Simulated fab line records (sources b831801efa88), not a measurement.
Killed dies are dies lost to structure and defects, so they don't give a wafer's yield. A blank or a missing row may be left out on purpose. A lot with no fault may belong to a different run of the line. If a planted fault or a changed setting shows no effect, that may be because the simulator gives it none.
Check of tool commonality | flow gf180mcu | 14 lots and 42 wafers in the sample

## REASON FOR OPENING
Of 14 lots, 2 have the reading MVSD_RS flagged at GF_VT_IMPLANT_RS_MEAS_46. Wafers without a fault read 456.6 ohm/sq, standard deviation 1.4.
Rule: flag the lot when none of its wafers has a number, or when each of its wafers that has one lies beyond 4 standard deviations from that mean. The rest of the lots are taken to be sound.

lot  | measured     | on           | MVSD_RS (ohm/sq), wafer by wafer | flag
L515 | day 7 15:17  | filmMetro-01 | 455.5 456.7 454.3                | 
L516 | day 7 21:58  | filmMetro-03 | 455.3 454.8 456.4                | 
L517 | day 8 01:23  | filmMetro-04 | 455.9 457.7 456.0                | 
L519 | day 8 15:49  | filmMetro-04 | 457.4 456.4 457.0                | 
L520 | day 8 18:34  | filmMetro-04 | 458.3 457.1 456.4                | 
L521 | day 9 04:56  | filmMetro-04 | 454.6 456.1 455.2                | 
L523 | day 9 18:41  | filmMetro-04 | 460.3 457.8 460.0                | 
L524 | day 10 01:48 | filmMetro-03 | 453.2 454.6 452.9                | 
L532 | day 12 01:26 | filmMetro-01 | 133.3 132.9 132.9                | FLAGGED
L533 | day 12 13:37 | filmMetro-01 | 133.1 132.8 133.1                | FLAGGED
L535 | day 13 00:16 | filmMetro-04 | 455.4 455.0 454.3                | 
L536 | day 13 06:39 | filmMetro-01 | 456.1 457.1 456.2                | 
L537 | day 13 13:19 | filmMetro-03 | 457.4 456.2 458.3                | 
L538 | day 13 23:15 | filmMetro-04 | 456.9 455.4 457.0                | 
On average the flagged lots read 133.0 ohm/sq, which is -323.6 ohm/sq against the usual, or -99 or more standard deviations.

## WHICH TOOL EACH LOT WENT THROUGH
The record holds 1 process step before the reading, out of a route of 602 steps. Each cell gives the tool, then ch followed by the chambers the sampled wafers passed through, then the start.
lot  | flag    | GF_VT_IMPLANT_RTA_45
L515 |         | rtpAnneal-02 ch 0, day 7 15:11
L516 |         | rtpAnneal-01 ch 0, day 7 21:51
L517 |         | rtpAnneal-02 ch 0, day 8 01:17
L519 |         | rtpAnneal-01 ch 0, day 8 15:43
L520 |         | rtpAnneal-02 ch 0, day 8 18:28
L521 |         | rtpAnneal-02 ch 0, day 9 04:50
L523 |         | rtpAnneal-02 ch 0, day 9 18:35
L524 |         | rtpAnneal-01 ch 0, day 10 01:42
L532 | FLAGGED | rtpAnneal-02, day 12 01:20
L533 | FLAGGED | rtpAnneal-02, day 12 13:30
L535 |         | rtpAnneal-01 ch 0, day 13 00:10
L536 |         | rtpAnneal-02 ch 0, day 13 06:33
L537 |         | rtpAnneal-01 ch 0, day 13 13:13
L538 |         | rtpAnneal-02 ch 0, day 13 23:07
What these steps do:
- GF_VT_IMPLANT_RTA_45: time 30 s.
- GF_VT_IMPLANT_RS_MEAS_46: measures by four-point-probe.

## FLAGGED OVER TOTAL, TOOL BY TOOL (the gauges that took the reading come last)
step                     | tool         | lots run | flagged | share of the flagged lots | sound lots run after its first flagged lot
GF_VT_IMPLANT_RTA_45     | rtpAnneal-01 | 5        | 0       | none                      | -
GF_VT_IMPLANT_RTA_45     | rtpAnneal-02 | 9        | 2       | all                       | 2 (L536,L538)
GF_VT_IMPLANT_RS_MEAS_46 | filmMetro-01 | 4        | 2       | all                       | 1 (L536)
GF_VT_IMPLANT_RS_MEAS_46 | filmMetro-03 | 3        | 0       | none                      | -
GF_VT_IMPLANT_RS_MEAS_46 | filmMetro-04 | 7        | 0       | none                      | -

## THE TABLE: WHAT IT ALLOWS
Table rows that saw every flagged lot: 2, namely rtpAnneal-02 at GF_VT_IMPLANT_RTA_45 and filmMetro-01 at GF_VT_IMPLANT_RS_MEAS_46.
- rtpAnneal-02 at GF_VT_IMPLANT_RTA_45 ran 9 lots, 2 of them flagged. Lots that were sound ran on it after the first flagged one (L536, L538); a persistent fault on the entire tool would not allow that. On the flagged lots its readings are blank where sound lots have values: annealTempCMax, chamberO2Ppm, lampPowerPct, wafer_temp_C_max.
- filmMetro-01 at GF_VT_IMPLANT_RS_MEAS_46 ran 4 lots, 2 of them flagged. Lots that were sound ran on it after the first flagged one (L536); a persistent fault on the entire tool would not allow that.
Every row of the table either missed a flagged lot or ran a sound lot after the first.

## WHAT WAS PUT IN BY THE SIMULATOR
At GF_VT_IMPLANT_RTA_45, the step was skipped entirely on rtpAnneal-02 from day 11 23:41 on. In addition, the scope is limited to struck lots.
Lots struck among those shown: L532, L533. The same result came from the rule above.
